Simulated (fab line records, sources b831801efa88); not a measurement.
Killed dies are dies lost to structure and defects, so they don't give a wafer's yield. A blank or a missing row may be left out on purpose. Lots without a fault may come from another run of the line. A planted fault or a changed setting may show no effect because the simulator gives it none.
Which tool did it? | flow gf180mcu | 14 lots, 42 wafers sampled, at 4 steps of a route of 602

WHAT THE GAUGES READ, wafer by wafer
GF_M5_OVL_MEAS_08.
lot  | measured     | on         | M5_OVL (nm)
L604 | day 26 12:49 | overlay-02 | 9 16 2
L605 | day 26 19:57 | overlay-01 | - - -
L606 | day 27 05:38 | overlay-02 | - - -
L607 | day 27 12:16 | overlay-01 | 7 0 -5
L608 | day 27 18:33 | overlay-02 | 3 5 -2
L609 | day 28 12:09 | overlay-02 | -4 12 4
L612 | day 29 02:53 | overlay-02 | 2 0 -1
L615 | day 30 00:16 | overlay-02 | 3 -3 3
L616 | day 30 02:27 | overlay-02 | -6 -3 -6
L622 | day 31 21:23 | overlay-01 | 10 12 8
L623 | day 32 00:08 | overlay-01 | 7 0 10
L624 | day 32 07:32 | overlay-02 | 9 -1 5
L625 | day 32 11:46 | overlay-01 | 6 8 3
L626 | day 33 01:10 | overlay-02 | 5 5 6

WHICH TOOL RAN EACH LOT (tool, then ch and the chambers of the sampled wafers, then the start)
lot  | GF_V4_STRIP_18                       | GF_V4_SPUTTER_22             | GF_M5_EXPOSE_04
L604 | plasma_asher-01 ch 0,1, day 24 16:42 | pvd_sputter-02, day 24 17:16 | krf_scanner-01 ch 0, day 26 02:19
L605 | plasma_asher-01 ch 0,1, day 25 00:36 | pvd_sputter-03, day 25 01:14 | krf_scanner-01, day 26 09:35
L606 | plasma_asher-01 ch 1, day 25 10:15   | pvd_sputter-01, day 25 10:51 | krf_scanner-02, day 26 20:01
L607 | plasma_asher-03 ch 0, day 25 18:07   | pvd_sputter-02, day 25 18:43 | krf_scanner-02 ch 0, day 27 02:43
L608 | plasma_asher-03 ch 0,1, day 25 23:31 | pvd_sputter-03, day 26 00:07 | krf_scanner-01 ch 0, day 27 08:35
L609 | plasma_asher-03 ch 0,1, day 26 18:25 | pvd_sputter-02, day 26 19:02 | krf_scanner-01 ch 0, day 28 02:28
L612 | plasma_asher-04 ch 1, day 27 08:37   | pvd_sputter-03, day 27 09:14 | krf_scanner-02 ch 0, day 28 17:33
L615 | plasma_asher-01 ch 0,1, day 28 08:38 | pvd_sputter-03, day 28 09:14 | krf_scanner-01 ch 0, day 29 15:39
L616 | plasma_asher-04 ch 0,1, day 28 10:52 | pvd_sputter-01, day 28 11:29 | krf_scanner-01 ch 0, day 29 17:42
L622 | plasma_asher-04 ch 0,1, day 30 07:54 | pvd_sputter-03, day 30 08:28 | krf_scanner-01 ch 0, day 31 12:42
L623 | plasma_asher-04 ch 0,1, day 30 12:23 | pvd_sputter-03, day 30 12:58 | krf_scanner-01 ch 0, day 31 15:32
L624 | plasma_asher-01 ch 0,1, day 30 18:46 | pvd_sputter-01, day 30 19:22 | krf_scanner-01 ch 0, day 31 23:14
L625 | plasma_asher-04 ch 0,1, day 30 23:55 | pvd_sputter-01, day 31 00:31 | krf_scanner-02 ch 0, day 32 03:28
L626 | plasma_asher-03 ch 0,1, day 31 14:19 | pvd_sputter-01, day 31 15:15 | krf_scanner-02 ch 0, day 32 17:34
- GF_V4_STRIP_18: strips in O2/N2.
- GF_V4_SPUTTER_22: material TiN, target thk 10 nm, time 40 s.
- GF_M5_EXPOSE_04: exposes mask Metal5, target cd 280 nm.

WHAT THE TOOLS THEMSELVES READ (means of the sampled wafers that have a number; where no wafer has one, the mark that the record gives instead)
GF_V4_STRIP_18.
lot  | tool            | drypump_motor_current_A (A) | heater_power_w (W) | oes_product_au (a.u.)
L604 | plasma_asher-01 | 5.7                         | 328                | 0.600
L605 | plasma_asher-01 | 5.6                         | 338                | 0.592
L606 | plasma_asher-01 | 5.8                         | 316                | 0.597
L607 | plasma_asher-03 | 6.0                         | 266                | 0.594
L608 | plasma_asher-03 | 6.1                         | 298                | 0.596
L609 | plasma_asher-03 | 6.1                         | 325                | 0.591
L612 | plasma_asher-04 | 6.1                         | 297                | 0.594
L615 | plasma_asher-01 | 5.6                         | 341                | 0.593
L616 | plasma_asher-04 | 5.7                         | 300                | 0.595
L622 | plasma_asher-04 | 5.7                         | 299                | 0.599
L623 | plasma_asher-04 | 5.2                         | 299                | 0.594
L624 | plasma_asher-01 | 5.7                         | 331                | 0.596
L625 | plasma_asher-04 | 5.3                         | 298                | 0.595
L626 | plasma_asher-03 | 6.1                         | 292                | 0.590

GF_V4_SPUTTER_22.
lot  | tool           | throttle_valve_pct (%)
L604 | pvd_sputter-02 | 29.9
L605 | pvd_sputter-03 | 30.3
L606 | pvd_sputter-01 | 30.2
L607 | pvd_sputter-02 | 30.6
L608 | pvd_sputter-03 | 29.9
L609 | pvd_sputter-02 | 29.4
L612 | pvd_sputter-03 | 29.9
L615 | pvd_sputter-03 | 30.5
L616 | pvd_sputter-01 | 28.8
L622 | pvd_sputter-03 | 30.4
L623 | pvd_sputter-03 | 30.4
L624 | pvd_sputter-01 | 29.4
L625 | pvd_sputter-01 | 28.8
L626 | pvd_sputter-01 | 29.9

GF_M5_EXPOSE_04.
lot  | tool           | exposure_dose_mJ_cm2 | focus_offset_nm (nm)
L604 | krf_scanner-01 | 27.973               | -0.2
L605 | krf_scanner-01 | -                    | -
L606 | krf_scanner-02 | -                    | -
L607 | krf_scanner-02 | 27.944               | 0.1
L608 | krf_scanner-01 | 27.972               | -0.0
L609 | krf_scanner-01 | 27.930               | 0.3
L612 | krf_scanner-02 | 27.937               | -0.3
L615 | krf_scanner-01 | 27.975               | 0.2
L616 | krf_scanner-01 | 27.942               | -0.4
L622 | krf_scanner-01 | 27.893               | -0.3
L623 | krf_scanner-01 | 27.940               | -0.3
L624 | krf_scanner-01 | 27.934               | 0.1
L625 | krf_scanner-02 | 27.939               | -0.1
L626 | krf_scanner-02 | 27.955               | 0.4

THE ANSWER, worked out from the rows above alone
Rule: what is usual is taken from the lots themselves. Put in order of their means at a reading, lots are off if they are a third of the lots or fewer, leave a main group of 4 or more, and stand apart from it by a gap of 3 or more times the standard deviation of the main group's means; of several such gaps the widest counts. A main group whose means are all the same, to the digits that the tables above print for the reading, isn't used. A lot without any number at a reading at which 4 lots or more have one is off too. The other lots that the step has rows for count as sound. The gauges are gone through in route order, then the tools' own readings, and for those a lot's mean is taken as printed above. The first step at which some lot is off is used, and at that step the reading that is off furthest; a lot without a number counts as furthest.
Off: L605, L606, at GF_M5_OVL_MEAS_08 (M5_OVL). Without a number there: L605, L606. The main group: mean 4 nm, standard deviation 3.9.
A tool fits if, at a process step before that reading, it ran every lot that is off, and no sound lot after the first of them. The gauges at GF_M5_OVL_MEAS_08 aren't tried: what is off there is off at GF_M5_EXPOSE_04 too, on other tools, and a gauge's error can't cause that. None of those tried fits.

WHAT THE SIMULATOR HAD PUT IN
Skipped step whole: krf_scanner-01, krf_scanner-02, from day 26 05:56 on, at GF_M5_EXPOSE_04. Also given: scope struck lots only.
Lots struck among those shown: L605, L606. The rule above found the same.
